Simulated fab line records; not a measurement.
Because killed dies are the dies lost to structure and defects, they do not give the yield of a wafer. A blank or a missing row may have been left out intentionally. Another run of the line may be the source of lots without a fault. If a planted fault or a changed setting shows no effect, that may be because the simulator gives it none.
fab line records / flow gf180mcu
record lots=6 wafers=18 last_day=34
route steps=602 shown VT_IMPLANT@105
lots untouched by any fault: they come from a run of this same line in which no faults occurred
start_h: start of the lot's first displayed wafer, in hours after the record's first day / wait_h: hours since the lot's step before / " same as the row above / L1.1+2: several wafers, shown together as one row / - value missing, or start not given / * or withheld: withheld / < > ~ a bound
route shown NAME@n: names a module that has steps shown in the file, with the first one's number in the route / usual: mean/standard deviation of fault-free wafers / same: alike in all rows / chamber/n: place in a boat / sites: each site's reading / _std_site: their standard deviation / _edge_site: inner sites' mean taken away from outer sites' mean / radius_mm: for every site, how far away it sits from the centre of the wafer / mask NAME#n: copy n / behind: the most recent tool/chamber to have shaped the wafer / hold: why the lot went on hold/how many hours it stayed there/how the hold came to an end / device: the n, p or np transistor that did not switch / end of line: the same wafers' tests at the end of the route / a step without rows: its recipe alone / killed: at the first sort, the dies lost to defects and structure; wafer yield is something else / map: shows each die of a wafer: x if killed, . if not, _ if none is there
set.NAME: the setting as run; set.NAME@STEP: as run at that earlier step / model.NAME: the simulator's own value behind a step, which no gauge read
lots at some steps of the route; a table a step, a row a wafer
services: when a tool's chamber went out of use (start_h, in hours from the record's first day, below 0 if earlier), for how many hours, and the reason
## steps
# step GF_VT_IMPLANT_EXPOSE_15
# recipe mask_id=Nwell_LV_AREA target_cd_nm=860 na=0.6 source_shape=conventional sigma_outer=0.6 dose_mj=140
# step GF_VT_IMPLANT_PEB_16
# recipe temp_c=withheld time_s=* resist=NOVOLAK
# step GF_VT_IMPLANT_DEVELOP_17
# recipe develop_time_s=60 dev_temp_c=23
# step GF_VT_IMPLANT_OVL_MEAS_18
# usual VT_IMPLANT_01_OVL=1.5/1.3
lot.wafer=L800.1 tool=overlay-01 chamber=- start_h=169.47 wait_h=0.1 VT_IMPLANT_01_OVL[nm]=-0.2
lot.wafer=L800.5 tool=overlay-01 chamber=- start_h=169.47 wait_h=0.1 VT_IMPLANT_01_OVL[nm]=1.7
lot.wafer=L800.6 tool=overlay-01 chamber=- start_h=169.47 wait_h=0.1 VT_IMPLANT_01_OVL[nm]=0.2
lot.wafer=L807.1 tool=overlay-02 chamber=- start_h=199.43 wait_h=0.1 VT_IMPLANT_01_OVL[nm]=2.6
lot.wafer=L807.5 tool=overlay-02 chamber=- start_h=199.43 wait_h=0.1 VT_IMPLANT_01_OVL[nm]=0.9
lot.wafer=L807.6 tool=overlay-02 chamber=- start_h=199.43 wait_h=0.1 VT_IMPLANT_01_OVL[nm]=1.6
lot.wafer=L808.3 tool=overlay-02 chamber=- start_h=207.93 wait_h=0.1 VT_IMPLANT_01_OVL[nm]=1.9
lot.wafer=L808.4 tool=overlay-02 chamber=- start_h=207.93 wait_h=0.1 VT_IMPLANT_01_OVL[nm]=2.9
lot.wafer=L808.5 tool=overlay-02 chamber=- start_h=207.93 wait_h=0.1 VT_IMPLANT_01_OVL[nm]=2.0
lot.wafer=L810.3 tool=overlay-01 chamber=- start_h=220.38 wait_h=0.1 VT_IMPLANT_01_OVL[nm]=2.6
lot.wafer=L810.4 tool=overlay-01 chamber=- start_h=220.38 wait_h=0.1 VT_IMPLANT_01_OVL[nm]=-0.3
lot.wafer=L810.5 tool=overlay-01 chamber=- start_h=220.38 wait_h=0.1 VT_IMPLANT_01_OVL[nm]=0.6
lot.wafer=L815.2 tool=overlay-02 chamber=- start_h=250.00 wait_h=0.1 VT_IMPLANT_01_OVL[nm]=1.6
lot.wafer=L815.4 tool=overlay-02 chamber=- start_h=250.00 wait_h=0.1 VT_IMPLANT_01_OVL[nm]=2.0
lot.wafer=L815.6 tool=overlay-02 chamber=- start_h=250.00 wait_h=0.1 VT_IMPLANT_01_OVL[nm]=1.2
lot.wafer=L816.1 tool=overlay-01 chamber=- start_h=257.33 wait_h=0.1 VT_IMPLANT_01_OVL[nm]=1.2
lot.wafer=L816.2 tool=overlay-01 chamber=- start_h=257.33 wait_h=0.1 VT_IMPLANT_01_OVL[nm]=1.6
lot.wafer=L816.5 tool=overlay-01 chamber=- start_h=257.33 wait_h=0.1 VT_IMPLANT_01_OVL[nm]=2.4
# step GF_VT_IMPLANT_IMPLANT_19
# recipe species=As energy_kev=100 dose_cm2=4.35e+12 tilt_deg=7
# step GF_VT_IMPLANT_STRIP_20
# recipe chemistry=O2/N2 power_w=1400 pressure_mtorr=1500 platen_temp_c=250 o2_flow_sccm=3000 n2_flow_sccm=300 overash_fraction=0.5
# usual drypump_motor_current_A=5.76/0.23 heater_power_w=328/24 o2_flow_sccm=2999/8.6 oes_product_au=0.716/0.0041 strip_time_to_endpoint_s=12.62/0.04
lot.wafer=L800.1 tool=plasma_asher-04 chamber=1 start_h=169.65 wait_h=0.1 drypump_motor_current_A=5.69 heater_power_w=344 o2_flow_sccm=2989 oes_product_au=0.718 rf_hours_counter_h=39 strip_time_to_endpoint_s=12.70
lot.wafer=L800.5 tool=plasma_asher-04 chamber=0 start_h=169.65 wait_h=0.1 drypump_motor_current_A=5.82 heater_power_w=309 o2_flow_sccm=3011 oes_product_au=0.712 rf_hours_counter_h=- strip_time_to_endpoint_s=12.69
lot.wafer=L800.6 tool=plasma_asher-04 chamber=1 start_h=169.65 wait_h=0.1 drypump_motor_current_A=5.72 heater_power_w=350 o2_flow_sccm=3002 oes_product_au=0.713 rf_hours_counter_h=- strip_time_to_endpoint_s=12.65
lot.wafer=L807.1 tool=plasma_asher-03 chamber=0 start_h=199.62 wait_h=0.1 drypump_motor_current_A=5.79 heater_power_w=316 o2_flow_sccm=2993 oes_product_au=0.715 rf_hours_counter_h=52 strip_time_to_endpoint_s=12.62
lot.wafer=L807.5 tool=plasma_asher-03 chamber=1 start_h=199.62 wait_h=0.1 drypump_motor_current_A=5.83 heater_power_w=366 o2_flow_sccm=2991 oes_product_au=0.716 rf_hours_counter_h=- strip_time_to_endpoint_s=12.58
lot.wafer=L807.6 tool=plasma_asher-03 chamber=0 start_h=199.62 wait_h=0.1 drypump_motor_current_A=5.76 heater_power_w=315 o2_flow_sccm=2991 oes_product_au=0.709 rf_hours_counter_h=- strip_time_to_endpoint_s=12.62
lot.wafer=L808.3 tool=plasma_asher-04 chamber=1 start_h=208.13 wait_h=0.1 drypump_motor_current_A=5.72 heater_power_w=358 o2_flow_sccm=2990 oes_product_au=0.712 rf_hours_counter_h=- strip_time_to_endpoint_s=12.59
lot.wafer=L808.4 tool=plasma_asher-04 chamber=0 start_h=208.13 wait_h=0.1 drypump_motor_current_A=5.78 heater_power_w=311 o2_flow_sccm=3002 oes_product_au=0.712 rf_hours_counter_h=- strip_time_to_endpoint_s=12.57
lot.wafer=L808.5 tool=plasma_asher-04 chamber=1 start_h=208.13 wait_h=0.1 drypump_motor_current_A=5.71 heater_power_w=339 o2_flow_sccm=2992 oes_product_au=0.721 rf_hours_counter_h=- strip_time_to_endpoint_s=12.58
lot.wafer=L810.3 tool=plasma_asher-03 chamber=1 start_h=220.58 wait_h=0.1 drypump_motor_current_A=5.86 heater_power_w=366 o2_flow_sccm=3003 oes_product_au=0.714 rf_hours_counter_h=- strip_time_to_endpoint_s=12.58
lot.wafer=L810.4 tool=plasma_asher-03 chamber=0 start_h=220.58 wait_h=0.1 drypump_motor_current_A=5.78 heater_power_w=321 o2_flow_sccm=2999 oes_product_au=0.710 rf_hours_counter_h=- strip_time_to_endpoint_s=12.61
lot.wafer=L810.5 tool=plasma_asher-03 chamber=1 start_h=220.58 wait_h=0.1 drypump_motor_current_A=5.83 heater_power_w=364 o2_flow_sccm=3009 oes_product_au=0.725 rf_hours_counter_h=- strip_time_to_endpoint_s=12.61
lot.wafer=L815.2 tool=plasma_asher-02 chamber=0 start_h=250.18 wait_h=0.1 drypump_motor_current_A=6.16 heater_power_w=316 o2_flow_sccm=3006 oes_product_au=0.711 rf_hours_counter_h=14 strip_time_to_endpoint_s=12.61
lot.wafer=L815.4 tool=plasma_asher-02 chamber=0 start_h=250.18 wait_h=0.1 drypump_motor_current_A=6.14 heater_power_w=324 o2_flow_sccm=2989 oes_product_au=0.716 rf_hours_counter_h=- strip_time_to_endpoint_s=12.65
lot.wafer=L815.6 tool=plasma_asher-02 chamber=0 start_h=250.18 wait_h=0.1 drypump_motor_current_A=6.16 heater_power_w=322 o2_flow_sccm=2990 oes_product_au=0.712 rf_hours_counter_h=- strip_time_to_endpoint_s=12.62
lot.wafer=L816.1 tool=plasma_asher-03 chamber=1 start_h=257.52 wait_h=0.1 drypump_motor_current_A=5.86 heater_power_w=362 o2_flow_sccm=2990 oes_product_au=0.718 rf_hours_counter_h=58 strip_time_to_endpoint_s=12.60
lot.wafer=L816.2 tool=plasma_asher-03 chamber=0 start_h=257.52 wait_h=0.1 drypump_motor_current_A=5.78 heater_power_w=319 o2_flow_sccm=2983 oes_product_au=0.722 rf_hours_counter_h=58 strip_time_to_endpoint_s=12.59
lot.wafer=L816.5 tool=plasma_asher-03 chamber=0 start_h=257.52 wait_h=0.1 drypump_motor_current_A=5.79 heater_power_w=309 o2_flow_sccm=2991 oes_product_au=0.718 rf_hours_counter_h=- strip_time_to_endpoint_s=12.61
# step GF_VT_IMPLANT_TW_MEAS_21
# usual VT_IMPLANT_2_TW=1210/7.5
lot.wafer=L800.1 tool=film_metro-04 chamber=- start_h=169.75 wait_h=0.1 VT_IMPLANT_2_TW=1211
lot.wafer=L800.5 tool=film_metro-04 chamber=- start_h=169.75 wait_h=0.1 VT_IMPLANT_2_TW=1209
lot.wafer=L800.6 tool=film_metro-04 chamber=- start_h=169.75 wait_h=0.1 VT_IMPLANT_2_TW=1210
lot.wafer=L807.1 tool=film_metro-04 chamber=- start_h=199.72 wait_h=0.1 VT_IMPLANT_2_TW=1210
lot.wafer=L807.5 tool=film_metro-04 chamber=- start_h=199.72 wait_h=0.1 VT_IMPLANT_2_TW=1214
lot.wafer=L807.6 tool=film_metro-04 chamber=- start_h=199.72 wait_h=0.1 VT_IMPLANT_2_TW=1211
lot.wafer=L808.3 tool=film_metro-03 chamber=- start_h=208.22 wait_h=0.1 VT_IMPLANT_2_TW=1207
lot.wafer=L808.4 tool=film_metro-03 chamber=- start_h=208.22 wait_h=0.1 VT_IMPLANT_2_TW=1200
lot.wafer=L808.5 tool=film_metro-03 chamber=- start_h=208.22 wait_h=0.1 VT_IMPLANT_2_TW=1209
lot.wafer=L810.3 tool=film_metro-04 chamber=- start_h=220.67 wait_h=0.1 VT_IMPLANT_2_TW=1206
lot.wafer=L810.4 tool=film_metro-04 chamber=- start_h=220.67 wait_h=0.1 VT_IMPLANT_2_TW=1209
lot.wafer=L810.5 tool=film_metro-04 chamber=- start_h=220.67 wait_h=0.1 VT_IMPLANT_2_TW=1214
lot.wafer=L815.2 tool=film_metro-04 chamber=- start_h=250.29 wait_h=0.1 VT_IMPLANT_2_TW=1212
lot.wafer=L815.4 tool=film_metro-04 chamber=- start_h=250.29 wait_h=0.1 VT_IMPLANT_2_TW=1203
lot.wafer=L815.6 tool=film_metro-04 chamber=- start_h=250.29 wait_h=0.1 VT_IMPLANT_2_TW=1211
lot.wafer=L816.1 tool=film_metro-03 chamber=- start_h=257.62 wait_h=0.1 VT_IMPLANT_2_TW=1205
lot.wafer=L816.2 tool=film_metro-03 chamber=- start_h=257.62 wait_h=0.1 VT_IMPLANT_2_TW=1212
lot.wafer=L816.5 tool=film_metro-03 chamber=- start_h=257.62 wait_h=0.1 VT_IMPLANT_2_TW=1207
# step GF_VT_IMPLANT_DEHYDRATE_22
# recipe temp_c=200 time_s=60
# step GF_VT_IMPLANT_HMDS_23
# recipe prime_time_s=60 prime_temp_c=120
# step GF_VT_IMPLANT_COAT_24
# recipe resist=NOVOLAK spin_rpm=3000 resist_thk_nm=1000
# step GF_VT_IMPLANT_SOFTBAKE_25
# recipe temp_c=90 time_s=60 resist=NOVOLAK
# step GF_VT_IMPLANT_EXPOSE_26
# recipe mask_id=LVPWELL_HV_AREA target_cd_nm=860 na=0.6 source_shape=conventional sigma_outer=0.6 dose_mj=140
# step GF_VT_IMPLANT_PEB_27
# recipe temp_c=withheld time_s=* resist=NOVOLAK
# usual chill_plate_temp_C=* exhaust_pa=45.0/0.93
lot.wafer=L800.1 tool=litho_track-01 chamber=0 start_h=179.88 wait_h=- chill_plate_temp_C=* exhaust_pa=45.3
lot.wafer=L800.5 tool=litho_track-01 chamber=0 start_h=179.88 wait_h=- chill_plate_temp_C=* exhaust_pa=45.2
lot.wafer=L800.6 tool=litho_track-01 chamber=0 start_h=179.88 wait_h=- chill_plate_temp_C=* exhaust_pa=44.5
lot.wafer=L807.1 tool=litho_track-01 chamber=- start_h=216.43 wait_h=- chill_plate_temp_C=- exhaust_pa=-
lot.wafer=L807.5 tool=litho_track-01 chamber=- start_h=216.43 wait_h=- chill_plate_temp_C=- exhaust_pa=-
lot.wafer=L807.6 tool=litho_track-01 chamber=- start_h=216.43 wait_h=- chill_plate_temp_C=- exhaust_pa=-
lot.wafer=L808.3 tool=litho_track-04 chamber=- start_h=225.96 wait_h=- chill_plate_temp_C=- exhaust_pa=-
lot.wafer=L808.4 tool=litho_track-04 chamber=- start_h=225.96 wait_h=- chill_plate_temp_C=- exhaust_pa=-
lot.wafer=L808.5 tool=litho_track-04 chamber=- start_h=225.96 wait_h=- chill_plate_temp_C=- exhaust_pa=-
lot.wafer=L810.3 tool=litho_track-03 chamber=0 start_h=238.52 wait_h=- chill_plate_temp_C=* exhaust_pa=44.4
lot.wafer=L810.4 tool=litho_track-03 chamber=0 start_h=238.52 wait_h=- chill_plate_temp_C=* exhaust_pa=44.6
lot.wafer=L810.5 tool=litho_track-03 chamber=0 start_h=238.52 wait_h=- chill_plate_temp_C=* exhaust_pa=45.4
lot.wafer=L815.2 tool=litho_track-04 chamber=0 start_h=267.59 wait_h=- chill_plate_temp_C=* exhaust_pa=43.6
lot.wafer=L815.4 tool=litho_track-04 chamber=0 start_h=267.59 wait_h=- chill_plate_temp_C=* exhaust_pa=44.1
lot.wafer=L815.6 tool=litho_track-04 chamber=0 start_h=267.59 wait_h=- chill_plate_temp_C=* exhaust_pa=45.5
lot.wafer=L816.1 tool=litho_track-04 chamber=0 start_h=276.11 wait_h=- chill_plate_temp_C=* exhaust_pa=43.4
lot.wafer=L816.2 tool=litho_track-04 chamber=0 start_h=276.11 wait_h=- chill_plate_temp_C=* exhaust_pa=44.5
lot.wafer=L816.5 tool=litho_track-04 chamber=0 start_h=276.11 wait_h=- chill_plate_temp_C=* exhaust_pa=44.0
# step GF_VT_IMPLANT_DEVELOP_28
# recipe develop_time_s=60 dev_temp_c=23
## services
tool=plasma_asher-02 chamber=- start_h=205.67 hours=0.4 kind=repair
tool=plasma_asher-02 chamber=- start_h=257.19 hours=14.6 kind=pm
tool=plasma_asher-02 chamber=- start_h=275.41 hours=2.8 kind=repair
## key
first_sign step=GF_VT_IMPLANT_PEB_27 reading=tool_record direction=missing
effect none on later readings
met_at GF_VT_IMPLANT_PEB_27
struck_wafers L807.1,L807.5,L807.6,L808.3,L808.4,L808.5
sort_left_out L807.1,L807.5,L807.6,L808.3,L808.4,L808.5
tester_left_out L807,L808
onset_between 179.88 216.43
fault kind=skipped_step_whole tool=litho_track-01,litho_track-04 chamber=- onset_h=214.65 steps=GF_VT_IMPLANT_PEB_27 scope=struck_lots_only
# tester_left_out: of these lots the tester's yield and bins aren't shown, on N5 and GAA mostly nor the transistor test; their killed dies are dies lost to structure and defects alone, not to doping, threshold or leakage, so they don't give the yield
# sort_left_out: the simulated sort isn't trusted on such a fault, so these wafers' sort isn't shown, and their yield isn't known
